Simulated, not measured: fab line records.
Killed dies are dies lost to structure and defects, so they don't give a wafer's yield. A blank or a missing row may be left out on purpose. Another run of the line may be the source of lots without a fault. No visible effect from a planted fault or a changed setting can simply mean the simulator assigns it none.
Chamber matching / flow gf180mcu / GF_V5_CMP_26 on cmp-01 has 4 sister chambers
The step polishes, stops on SiO2, t overpolish 15 s, target thk 0 nm. 14 wafers are shown with their chamber, then 7 later ones without.

WAFERS, EACH WITH ITS CHAMBER
wafer=L689.3; chamber=2; motorCurrentA (A)=7.6; timeToEndpointS (s)=91
wafer=L689.4; chamber=0; motorCurrentA (A)=8.7; timeToEndpointS (s)=90
wafer=L689.6; chamber=3; motorCurrentA (A)=11.1; timeToEndpointS (s)=91
wafer=L690.1; chamber=1; motorCurrentA (A)=10.3; timeToEndpointS (s)=80
wafer=L690.2; chamber=2; motorCurrentA (A)=7.7; timeToEndpointS (s)=90
wafer=L690.3; chamber=3; motorCurrentA (A)=11.7; timeToEndpointS (s)=84
wafer=L691.3; chamber=0; motorCurrentA (A)=8.7; timeToEndpointS (s)=93
wafer=L691.4; chamber=3; motorCurrentA (A)=11.5; timeToEndpointS (s)=82
wafer=L691.6; chamber=1; motorCurrentA (A)=11.0; timeToEndpointS (s)=85
wafer=L694.2; chamber=1; motorCurrentA (A)=10.9; timeToEndpointS (s)=83
wafer=L694.3; chamber=3; motorCurrentA (A)=11.5; timeToEndpointS (s)=85
wafer=L694.6; chamber=2; motorCurrentA (A)=7.8; timeToEndpointS (s)=91
wafer=L700.2; chamber=3; motorCurrentA (A)=11.1; timeToEndpointS (s)=84
wafer=L700.5; chamber=1; motorCurrentA (A)=10.9; timeToEndpointS (s)=84

SIGNATURES, as means of the wafers listed above
reading=motorCurrentA; chamber 0=8.700; chamber 1=10.775; chamber 2=7.700; chamber 3=11.380; scatter within a chamber=0.248
reading=timeToEndpointS; chamber 0=91.50; chamber 1=83.00; chamber 2=90.67; chamber 3=85.20; scatter within a chamber=2.57
Rule: distance of a wafer from a chamber = root of the sum over the readings of ((wafer's reading minus chamber's mean) / reading's scatter) squared. If the next closest chamber is less than 2 further off than the closest, the wafer can't be placed; otherwise it belongs to the closest. The scatter is the square root of a quotient: the sum, over the shown wafers, of each reading's squared deviation from its chamber's mean, divided by wafers minus chambers.

WAFERS MISSING THEIR CHAMBER
wafer=L700.6; motorCurrentA (A)=8.8; timeToEndpointS (s)=84
wafer=L706.1; motorCurrentA (A)=8.8; timeToEndpointS (s)=84
wafer=L706.4; motorCurrentA (A)=7.8; timeToEndpointS (s)=86
wafer=L706.6; motorCurrentA (A)=10.3; timeToEndpointS (s)=83
wafer=L707.1; motorCurrentA (A)=8.7; timeToEndpointS (s)=85
wafer=L707.3; motorCurrentA (A)=8.0; timeToEndpointS (s)=85
wafer=L707.4; motorCurrentA (A)=11.5; timeToEndpointS (s)=79

THE CHAMBER EACH PASSED THROUGH
wafer=L700.6; from the rows above=0; in truth=0
wafer=L706.1; from the rows above=0; in truth=0
wafer=L706.4; from the rows above=2; in truth=2
wafer=L706.6; from the rows above=1; in truth=1
wafer=L707.1; from the rows above=0; in truth=0
wafer=L707.3; from the rows above=can't be placed: 2 or 0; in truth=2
wafer=L707.4; from the rows above=can't be placed: 3 or 1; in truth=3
Correct placement for 5 of the 7. From these rows, 2 cannot be placed; in 2 the true chamber is one of the candidates. 0 placed wrongly.
